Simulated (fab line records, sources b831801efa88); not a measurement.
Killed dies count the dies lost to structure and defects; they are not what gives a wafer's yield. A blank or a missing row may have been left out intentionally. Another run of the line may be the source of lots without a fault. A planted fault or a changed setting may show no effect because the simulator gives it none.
8D (eight disciplines) problem report, filled in by code | flow gf180mcu | the parts of the form that need people (team, actions taken, sign-off) are left out

== 1. THE ISSUE ==
Wafers free of any fault read 1168 ohm/sq (standard deviation 3) for MVPSD_RS at GF_VT_IMPLANT_RS_MEAS_49, against a mean of 1259 ohm/sq on 6 wafers of 2 lots. Measured from the usual mean, that is +30 standard deviations.
The step: measures by four-point-probe.
Earliest sighting: wafer L378.1 on filmMetro-04 at day 9 01:12. Wafers with a number at this step in the record: 39, from 13 lots. Rule for "out" (also "out of limits"): further than 4 standard deviations from the usual mean. The rest of the wafers with a number are treated as sound.

== 2. WHAT IT IS, WHAT IT ISN'T ==
question                    | is                     | is not
which readings at this step | MVPSD_RS               | -
which lots                  | L378, L380             | L373, L374, L379, L381, L382, L386, L389, L390, L394, L395, L396
which wafers of those lots  | all that have a number | -
read on which gauges        | filmMetro-04           | filmMetro-01, filmMetro-03
when                        | from day 9 01:12       | up to then (6 sound wafers); but 27 sound wafers of L379, L381, L382, L386, L389, L390, L394, L395, L396 came after

== 3. THE SUSPECTS, EACH WITH WHAT RULES IT OUT ==
Counting: a tool at a process step up to the reading stays a suspect if it ran every lot that is out and no sound lot after the first of them.
- the gauge at GF_VT_IMPLANT_RS_MEAS_49 has been ruled out. All the wafers that are out were read on filmMetro-04, but those of them that GF_MVPSD_IMPLANT_09 has rows for are out there too, on other tools.
- implanter-02 at GF_MVPSD_IMPLANT_09: ruled out as a lasting fault. Following L378 (day 6 08:01), the first lot on it that is out, the sound lots L394, L396 were run on it.
Left after counting: nothing in the record.

== 4. THE CAUSE (what the simulator had put in) ==
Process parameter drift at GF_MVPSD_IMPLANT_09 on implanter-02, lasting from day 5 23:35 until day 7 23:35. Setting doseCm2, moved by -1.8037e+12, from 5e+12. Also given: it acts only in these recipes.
The count ruled it out by mistake, since the rule takes a fault to strike every lot its tool runs from the start of the fault on, and this one did not do so.

== 5. THE EFFECT CHAIN, in route order ==
Each row: a reading where the mean over the struck wafers with a number is more than 3 standard deviations away from the usual. Only readings for which the record gives a usual standard deviation are gone through. hours: the time from each lot's start at the first step in this table that gives one to its start at this step, as a median over the lots. sigmas: the change in usual standard deviations.
hours | step                     | reading          | usual       | on struck wafers | change | sigmas
0     | GF_MVPSD_IMPLANT_09      | doseIonsCm2      | 5e+12       | 3e+12            | -2e+12 | -99 or more
0     | GF_MVPSD_IMPLANT_09      | faradayCurrentUA | 28.2        | 17.9             | -10.2  | -18
66    | GF_VT_IMPLANT_RS_MEAS_49 | MVPSD_RS         | 1168 ohm/sq | 1259             | +91    | +30
Process steps it contains:
- GF_MVPSD_IMPLANT_09

== 6. WHAT WOULD HAVE CAUGHT IT SOONER ==
74 hours passed between the start of the fault at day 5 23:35 and the first reading out of limits at a measuring or inspecting step in this record, taken at day 9 01:12.
At GF_MVPSD_IMPLANT_09, the tool's own readings (doseIonsCm2, faradayCurrentUA) were out on each struck wafer the step has a row for, so an alarm limit on them would have fired on the first such wafer.
